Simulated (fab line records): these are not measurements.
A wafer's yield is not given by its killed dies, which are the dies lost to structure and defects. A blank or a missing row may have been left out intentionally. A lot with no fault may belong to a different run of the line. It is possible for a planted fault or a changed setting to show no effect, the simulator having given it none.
A single fault, viewed from 2 desks	flow gf180mcu	only its own numbers are on each desk; what lay behind them is given at the end

## METROLOGY DESK
Means of the sampled wafers that have a number, per lot and without regard to the tool the lot ran on: this is what the gauges read. A lot is out of limits, marked OUT, if its mean lies more than 4 standard deviations from the usual mean; the brackets give that distance.
Columns: A = POLY_GATE_CVD_00_THK at GF_POLY_GATE_THK_MEAS_01, usual 199.8 nm; B = cd_nm at GF_POLY_GATE_CD_MEAS_10, usual 280.1 nm
lot	first seen here	A	B
L270	day 9 10:52	197.8	280.1
L276	day 10 23:10	197.6	281.0
L281	day 12 11:08	199.4	-
L282	day 12 17:18	198.1	-
L285	day 13 14:14	201.4	281.8
L288	day 14 12:48	200.4	279.2
This desk's verdict: no lot among the 6 shows anything out of limits.

## THE TOOL OWNER'S DESK: litho_track-04
The tool's own readings at GF_POLY_GATE_DEVELOP_09 (develop time 60 s): means of the sampled wafers that have a number, for each lot that ran on this tool. A lot is out of limits, marked OUT, if its mean lies more than 4 standard deviations from the usual mean; the brackets give that distance.
Columns: A = chill_plate_temp_C at GF_POLY_GATE_DEVELOP_09, usual 23.00 C
lot	first seen here	A
L270	day 10 04:12	23.10
This desk's finding: nothing out of limits on the one lot.

## BROUGHT TOGETHER
The metrology desk saw nothing out of limits.
The tool owner's desk saw nothing out of limits.

## WHAT THE SIMULATOR HAD PUT IN
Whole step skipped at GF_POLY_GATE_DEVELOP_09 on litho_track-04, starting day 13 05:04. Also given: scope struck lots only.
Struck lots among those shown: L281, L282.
